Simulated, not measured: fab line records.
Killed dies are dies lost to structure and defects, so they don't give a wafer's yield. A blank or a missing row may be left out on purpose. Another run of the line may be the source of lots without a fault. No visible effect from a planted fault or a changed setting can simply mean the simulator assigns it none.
fab line records | flow sfqLine
[record] lots = 6 wafers = 18 lastDay = 80
route steps=325 shown JJ@189 M5@198
lots that met no fault: from a run of the same line without faults
startH: start of the lot's first displayed wafer, in hours after the record's first day | waitH: hours since the lot's step before | " identical to the entry in the row above | L1.1+2: a single row standing in for several wafers | - either no value or no given start | * or withheld: withheld | < > ~ a bound
route shown NAME@n: NAME is a module with steps in the file, n the number in the route of the first one | usual: mean/standard deviation taken from wafers without a fault | same: alike in all rows | chamber/n: place in a boat | sites: per-site readings | _std_site: how widely they spread, as a standard deviation | _edge_site: the outer-site mean with the inner-site mean subtracted | radiusMm: how far each site lies from the wafer's centre | mask NAME#n: copy n | behind: tool/chamber where the wafer was last shaped | hold: what put the lot on hold/how long, in hours/how the hold closed | device: the n, p or np transistor that did not switch | end of line: the route-end tests of the same wafers | a step given without rows: its recipe and nothing more | killed: the dies lost at the first sort to structure and to defects; this is not the yield of the wafer | map: a wafer's dies, x killed, . not, _ none there
set.NAME: the setting the step ran with; set.NAME@STEP: the setting that earlier step ran with | model.NAME: the simulator's own value behind a step, which no gauge read
a table for each step, a row for each wafer; lots at some steps of the route
services: the hour from which a tool's chamber was out of use, counted from the record's first day as startH (under 0 if before that day), plus the number of hours and why
[[steps]]
[step SFQ_TRILAYER_JJ_CE_LITHO_PEB_117]
[recipe] pebTempC = 115 pebTimeS = 60 resist = KrF
[step SFQ_TRILAYER_JJ_CE_LITHO_DEVELOP_116]
[recipe] timeS = 60 resist = KrF
[step SFQ_JJ_OVL_MEAS_931]
[usual] J5_OVL = -2/4.9
// columns lot.wafer tool chamber startH waitH J5_OVL[nm]
L887.2 overlay-01 - 1227.86 0.1 -6
L887.4 " - " " -7
L887.6 " - " " -13
L888.1 overlay-01 - 1229.05 0.1 -4
L888.3 " - " " -3
L888.6 " - " " -2
L894.3 overlay-01 - 1300.39 0.1 -2
L894.4 " - " " -2
L894.6 " - " " -4
L895.3 overlay-01 - 1303.99 0.1 -8
L895.5 " - " " -8
L895.6 " - " " -5
L906.1 overlay-01 - 1475.56 0.1 -1
L906.3 " - " " -6
L906.5 " - " " -2
L907.4 overlay-01 - 1588.93 0.1 -3
L907.5 " - " " -5
L907.6 " - " " -11
[step SFQ_TRILAYER_JJ_CE_METRO_MEASURE_117]
[usual] cdNm = 700.0/1.6
// columns lot.wafer tool chamber startH waitH cdNm
L887.2 cdSem-02 - 1228.09 0.2 702.5
L887.4 " - " " 702.7
L887.6 " - " " 703.0
L888.1 cdSem-01 - 1229.09 0.0 701.9
L888.3 " - " " 701.7
L888.6 " - " " 701.8
L894.3 cdSem-02 - 1300.81 0.4 701.8
L894.4 " - " " 701.3
L894.6 " - " " 701.1
L895.3 cdSem-01 - 1304.41 0.4 697.2
L895.5 " - " " 697.9
L895.6 " - " " 697.5
L906.1 cdSem-02 - 1475.59 0.0 696.7
L906.3 " - " " 696.9
L906.5 " - " " 696.8
L907.4 cdSem-01 - 1589.54 0.6 699.5
L907.5 " - " " 699.2
L907.6 " - " " 698.0
[step SFQ_TRILAYER_JJ_CE_BARC_OPEN_RIE_150]
[recipe] maskMaterial = PR chemistry = O2 targetDepthNm = 240 target = BARC icpW = 600 biasW = 80 pressureMtorr = 10 timeS = 80
[usual] biasW = 80.00/0.23 drypumpMotorCurrentA = 5.9/0.56 oesProductAu = 0.538/0.0048
// columns lot.wafer tool chamber startH waitH biasW drypumpMotorCurrentA oesProductAu rfHoursCounterH
L887.2 rieMetal-02 0 1229.09 0.8 79.96 6.5 0.539 56
L887.4 " 0 " " 80.06 6.5 0.531 -
L887.6 " 1 " " 79.79 6.3 0.537 -
L888.1 rieMetal-02 1 1230.29 1.0 79.87 6.3 0.534 95
L888.3 " 0 " " 79.83 6.5 0.537 -
L888.6 " 0 " " 80.03 6.5 0.532 -
L894.3 rieMetal-02 1 1301.64 0.6 80.03 6.3 0.536 -
L894.4 " 0 " " 79.90 6.6 0.542 -
L894.6 " 0 " " 79.61 6.6 0.536 -
L895.3 rieMetal-04 0 1305.24 0.6 79.73 5.7 0.534 -
L895.5 " 0 " " 79.53 5.6 0.541 -
L895.6 " 1 " " 79.64 4.8 0.532 -
L906.1 rieMetal-02 0 1476.79 1.0 79.65 6.6 0.537 100
L906.3 " 0 " " 79.89 6.6 0.539 -
L906.5 " 1 " " 79.92 6.3 0.528 -
L907.4 rieMetal-02 0 1590.17 0.4 79.92 6.5 0.540 -
L907.5 " 0 " " 80.06 6.6 0.543 -
L907.6 " 1 " " 80.12 6.3 0.540 -
[step SFQ_TRILAYER_JJ_CE_ETCH_RIE_118]
[recipe] target = Nb stopOn = Al2O3 maskMaterial = PR taperDeg = 13.257 overEtchFrac = 0.15 timeS = 97.7 chemistry = SF6 targetDepthNm = 170 icpW = 600 biasW = 80 pressureMtorr = 10
[usual] biasW = 79.97/0.21 drypumpMotorCurrentA = 5.9/0.56 oesProductAu = 0.987/0.0066
// columns lot.wafer tool chamber startH waitH biasW drypumpMotorCurrentA oesProductAu rfHoursCounterH
L887.2 rieMetal-02 0 1229.18 0.1 80.27 6.5 0.998 56
L887.4 " 0 " " 79.85 6.5 0.978 -
L887.6 " 1 " " 80.00 6.3 0.982 -
L888.1 rieMetal-02 1 1230.38 0.1 79.81 6.3 0.969 95
L888.3 " 0 " " 80.04 6.6 0.991 -
L888.6 " 0 " " 80.03 6.5 0.994 -
L894.3 rieMetal-02 1 1301.74 0.1 80.04 6.3 0.997 -
L894.4 " 0 " " 79.91 6.6 0.984 -
L894.6 " 0 " " 79.87 6.5 0.983 -
L895.3 rieMetal-04 0 1305.34 0.1 79.95 5.6 0.986 -
L895.5 " 0 " " 79.86 5.6 0.996 -
L895.6 " 1 " " 79.90 4.7 0.992 -
L906.1 rieMetal-02 0 1476.89 0.1 80.02 6.5 0.995 100
L906.3 " 0 " " 79.66 6.5 0.983 -
L906.5 " 1 " " 80.22 6.3 0.988 -
L907.4 rieMetal-02 0 1590.27 0.1 80.40 6.5 0.990 -
L907.5 " 0 " " 80.11 6.5 0.988 -
L907.6 " 1 " " 79.99 6.3 0.985 -
[step SFQ_TRILAYER_JJ_ANODIZE_ANODIZE_119]
[recipe] currentDensityMaCm2 = withheld endCurrentDensityMaCm2 = withheld bathTempC = withheld
[step SFQ_TRILAYER_JJ_CE_STRIP_STRIP_120]
[recipe] gas = O2 powerW = 200 platenTempC = 40 overashFraction = 0.65 chemistry = O2 pressureMtorr = 50
[usual] drypumpMotorCurrentA = 5.9/0.62 oesProductAu = 1.003/0.0072
// columns lot.wafer tool chamber startH waitH drypumpMotorCurrentA oesProductAu rfHoursCounterH
L887.2 rieMetal-04 0 1229.79 0.0 5.7 1.003 113
L887.4 " 0 " " 5.6 1.001 -
L887.6 " 0 " " 5.6 0.999 -
L888.1 rieMetal-04 1 1230.99 0.0 4.7 0.997 103
L888.3 " 1 " " 4.8 1.001 -
L888.6 " 1 " " 4.8 0.995 -
L894.3 rieMetal-02 0 1302.51 0.2 6.5 1.001 -
L894.4 " 1 " " 6.3 1.002 -
L894.6 " 0 " " 6.5 0.998 -
L895.3 rieMetal-02 1 1306.11 0.2 6.3 1.003 -
L895.5 " 0 " " 6.5 0.997 -
L895.6 " 1 " " 6.3 1.006 -
L906.1 rieMetal-01 0 1477.49 0.0 5.3 0.998 118
L906.3 " 1 " " 6.3 1.001 -
L906.5 " 0 " " 5.3 1.010 -
L907.4 rieMetal-01 1 1591.04 0.2 6.3 1.004 -
L907.5 " 1 " " 6.3 1.001 -
L907.6 " 0 " " 5.3 1.016 -
[step SFQ_TRILAYER_JJ_CE_STRIP_SOLV_CLEAN_121]
[recipe] chemistry = NMP tempC = 70 timeS = 600
[step SFQ_TRILAYER_M5_LITHO_COAT_128]
[recipe] resist = BARC spinRpm = 3000 resistThkNm = 62
[step SFQ_TRILAYER_M5_LITHO_COAT_123]
[recipe] resist = KrF spinRpm = 3000 resistThkNm = 600
[step SFQ_TRILAYER_M5_LITHO_SOFTBAKE_127]
[recipe] tempC = withheld timeS = withheld resist = KrF
[step SFQ_TRILAYER_M5_LITHO_EXPOSE_124]
[recipe] maskId = M5 na = 0.6 sourceShape = conventional sigmaOuter = 0.65 targetCdNm = 700 doseMj = 14.4
// columns lot.wafer tool chamber startH waitH mask model.M5.overlayXNm
L887.2+4+6 krfScanner-01 0 1233.67 - M5#0 -0.03535
L888.1+3+6 krfScanner-01 0 1234.67 - M5#0 -8.175
L894.3+4+6 krfScanner-01 0 1313.74 - M5#0 131.4
L895.3+5+6 krfScanner-01 0 1314.94 - M5#0 147.3
L906.1+3+5 krfScanner-02 0 1591.59 - M5#0 0.1419
L907.4+5+6 krfScanner-02 0 1597.38 - M5#0 -1.09
[step SFQ_TRILAYER_M5_LITHO_PEB_126]
[recipe] pebTempC = 115 pebTimeS = 60 resist = KrF
[step SFQ_TRILAYER_M5_LITHO_DEVELOP_125]
[recipe] timeS = 60 resist = KrF
[step SFQ_M5_OVL_MEAS_932]
[usual] M5_OVL = 0/5.5
// columns lot.wafer tool chamber startH waitH M5_OVL[nm]
L887.2 overlay-02 - 1234.98 0.1 -10
L887.4 " - " " -1
L887.6 " - " " -3
L888.1 overlay-02 - 1236.17 0.1 -8
L888.3 " - " " -5
L888.6 " - " " -9
L894.3 overlay-02 - 1314.85 0.1 132
L894.4 " - " " 124
L894.6 " - " " 136
L895.3 overlay-02 - 1316.05 0.1 151
L895.5 " - " " 154
L895.6 " - " " 149
L906.1 overlay-01 - 1593.09 0.1 3
L906.3 " - " " -2
L906.5 " - " " -4
L907.4 overlay-01 - 1598.30 0.1 -1
L907.5 " - " " -3
L907.6 " - " " 0
[step SFQ_TRILAYER_M5_BARC_OPEN_METAL_ETCH_161]
[recipe] maskMaterial = PR chemistry = O2 targetDepthNm = 125 target = BARC icpW = 600 biasW = 80 pressureMtorr = 10 timeS = 41.7
[usual] biasW = 80.00/0.27 drypumpMotorCurrentA = 5.7/0.48 oesProductAu = 0.685/0.0045
// columns lot.wafer tool chamber startH waitH biasW drypumpMotorCurrentA oesProductAu rfHoursCounterH
L887.2 rieMetal-01 0 1235.01 0.0 80.45 5.3 0.687 80
L887.4 " 0 " " 79.98 5.3 0.683 -
L887.6 " 1 " " 80.09 6.3 0.682 -
L888.1 rieMetal-03 0 1236.21 0.0 79.99 5.5 0.683 123
L888.3 " 0 " " 80.15 5.5 0.690 -
L888.6 " 1 " " 79.89 6.1 0.688 -
L894.3 rieMetal-01 1 1314.89 0.0 79.68 6.3 0.691 -
L894.4 " 0 " " 79.95 5.3 0.684 -
L894.6 " 1 " " 79.89 6.3 0.688 -
L895.3 rieMetal-03 1 1316.09 0.0 80.17 6.1 0.689 -
L895.5 " 0 " " 79.99 5.5 0.682 -
L895.6 " 1 " " 80.14 6.1 0.678 -
L906.1 rieMetal-04 0 1593.12 0.0 80.35 5.7 0.682 23
L906.3 " 0 " " 80.00 5.7 0.682 -
L906.5 " 1 " " 79.56 4.7 0.689 -
L907.4 rieMetal-01 1 1598.33 0.0 79.59 6.3 0.680 -
L907.5 " 1 " " 79.94 6.3 0.685 -
L907.6 " 0 " " 80.06 5.3 0.678 -
[[services]]
// columns tool chamber startH hours kind
rieMetal-02 1 1208.39 4.0 repair
rieMetal-01 - 1240.67 2.8 pm
cdSem-01 - 1275.21 2.5 pm
cdSem-01 - 1298.58 0.3 pm
krfScanner-01 - 1304.71 1.3 pm
rieMetal-04 1 1308.36 5.9 repair
rieMetal-04 - 1313.85 2.8 pm
cdSem-01 - 1321.81 0.5 pm
cdSem-01 - 1322.36 0.5 pm
krfScanner-01 - 1323.04 1.0 pm
rieMetal-04 - 1362.68 1.5 repair
krfScanner-01 - 1364.08 0.7 repair
rieMetal-01 - 1370.56 1.4 pm
rieMetal-04 0 1374.70 7.1 repair
rieMetal-04 - 1387.35 0.6 repair
krfScanner-01 - 1393.66 3.0 pm
krfScanner-01 - 1450.66 4.4 pm
krfScanner-01 - 1473.28 1.5 repair
krfScanner-01 - 1480.81 1.3 pm
krfScanner-01 - 1491.11 1.0 pm
rieMetal-02 - 1496.56 2.8 pm
krfScanner-01 - 1499.72 0.8 pm
krfScanner-01 - 1518.50 0.4 repair
rieMetal-04 - 1556.38 14.6 pm
[[key]]
[firstSign] step = SFQ_M5_OVL_MEAS_932 reading = M5_OVL direction = up sigmas = 26 usual = 0 struck = 141
effect none on later readings
[modelEffect] step = SFQ_TRILAYER_M5_LITHO_EXPOSE_124 value = M5.overlayXNm without = -2.77 struck = 139.4
metAt SFQ_TRILAYER_M5_LITHO_EXPOSE_124
struckWafers L894.3,L894.4,L894.6,L895.3,L895.5,L895.6
onsetBetween 1234.67 1313.74
alsoFits SFQ_TRILAYER_JJ_CE_STRIP_STRIP_120:rieMetal-02
[fault] kind = scannerMatchingOverlay tool = krfScanner-01 chamber = - onsetH = 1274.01 steps = SFQ_TRILAYER_M5_LITHO_EXPOSE_124 offset = 142.14
